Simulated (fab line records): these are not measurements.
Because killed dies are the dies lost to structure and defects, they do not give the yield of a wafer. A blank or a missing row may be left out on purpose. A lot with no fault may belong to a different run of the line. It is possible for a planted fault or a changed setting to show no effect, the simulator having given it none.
2 desks looking at one fault / flow gf180mcu / each desk has only its own numbers; what lay behind them comes last

FOR THE TOOL OWNER'S DESK: furnace-01
The tool's own readings at GF_DUAL_GATE_OXIDATION_02 (stabilise 600 s, purge 300 s, target thk 10.887 nm): means of the sampled wafers that have a number, for each lot that ran on this tool. The brackets show how far a lot's mean lies from the usual mean; more than 4 standard deviations puts the lot out of limits, marked OUT.
Columns: A = spike_tc_bottom_C at GF_DUAL_GATE_OXIDATION_02, usual 916.2 C; B = spike_tc_centre_C at GF_DUAL_GATE_OXIDATION_02, usual 901.3 C; C = spike_tc_lower_C at GF_DUAL_GATE_OXIDATION_02, usual 900.4 C; D = spike_tc_top_C at GF_DUAL_GATE_OXIDATION_02, usual 912.0 C; E = spike_tc_upper_C at GF_DUAL_GATE_OXIDATION_02, usual 900.2 C; F = zone_power_centre_pct at GF_DUAL_GATE_OXIDATION_02, usual 19.0 %
lot=L989; first seen here=day 8 01:28; A=915.5; B=900.3; C=899.3; D=912.9; E=898.2; F=16.0
lot=L990; first seen here=day 8 02:55; A=914.7; B=901.5; C=899.3; D=913.9; E=898.5; F=15.7
lot=L995; first seen here=day 9 06:26; A=924.7 (+7.1) OUT; B=910.0 (+9.3) OUT; C=908.0 (+6.9) OUT; D=921.9 (+9.0) OUT; E=906.8; F=16.3
lot=L998; first seen here=day 10 10:34; A=923.3 (+5.9) OUT; B=910.3 (+9.6) OUT; C=908.2 (+7.1) OUT; D=921.2 (+8.3) OUT; E=907.1 (+4.1) OUT; F=16.1
lot=L111; first seen here=day 13 20:31; A=915.5; B=901.0; C=899.7; D=912.6; E=898.6; F=15.9
This desk's verdict: out of limits on L995, L998, starting with L995 at day 9 06:26 (spike_tc_bottom_C at GF_DUAL_GATE_OXIDATION_02). In limits: L989, L990, L111.

AT THE METROLOGY DESK
What the gauges read for every lot (on any tool): the sampled wafers with a number, averaged. The brackets show how far a lot's mean lies from the usual mean; more than 4 standard deviations puts the lot out of limits, marked OUT.
Columns: A = DUAL_GATE_OXIDATION_00_THK at GF_DUAL_GATE_THK_MEAS_03, usual 10.85 nm; B = M4_ALCU_RS at GF_M4_RS_MEAS_05, usual 0.0697 ohm/sq; C = cd_nm at GF_M4_CD_MEAS_14, usual 279.9 nm
lot=L989; first seen here=day 8 02:56; A=10.92; B=0.0693; C=280.1
lot=L990; first seen here=day 8 04:21; A=10.89; B=0.0707; C=279.1
lot=L995; first seen here=day 9 07:52; A=12.11 (+5.7) OUT; B=0.0701; C=282.4
lot=L998; first seen here=day 10 12:01; A=11.90 (+4.8) OUT; B=0.0696; C=280.9
lot=L101; first seen here=day 11 03:43; A=11.17; B=0.0684; C=278.7
lot=L102; first seen here=day 11 12:38; A=10.73; B=0.0690; C=279.2
lot=L104; first seen here=day 11 20:02; A=10.54; B=0.0698; C=279.4
lot=L105; first seen here=day 12 00:17; A=10.41; B=0.0702; C=280.4
lot=L108; first seen here=day 13 01:55; A=10.87; B=0.0696; C=278.7
lot=L109; first seen here=day 13 07:17; A=10.93; B=0.0698; C=280.7
lot=L110; first seen here=day 13 15:00; A=11.11; B=0.0695; C=278.4
lot=L111; first seen here=day 13 21:58; A=10.98; B=0.0702; C=279.9
lot=L112; first seen here=day 14 03:08; A=11.04; B=0.0690; C=280.6
This desk reports L995, L998 out of limits; the earliest was L995 at day 9 07:52 (DUAL_GATE_OXIDATION_00_THK at GF_DUAL_GATE_THK_MEAS_03). In limits: L989, L990, L101, L102, L104, L105, L108, L109, L110, L111, L112.

ALL TOGETHER
On L995, L998, at day 9 06:26, an alarm was possible from the tool owner's desk.
On L995, L998, the metrology desk was in a position to raise an alarm at day 9 07:52.
On furnace-01, each named lot ran GF_DUAL_GATE_OXIDATION_02.

WHAT WAS PUT IN BY THE SIMULATOR
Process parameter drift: furnace-01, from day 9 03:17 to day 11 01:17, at GF_DUAL_GATE_OXIDATION_02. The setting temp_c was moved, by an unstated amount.
Struck lots among those shown: L995, L998.
Fault start to first reading out of limits, in hours, per desk: tool owner, 3; metrology, 5.
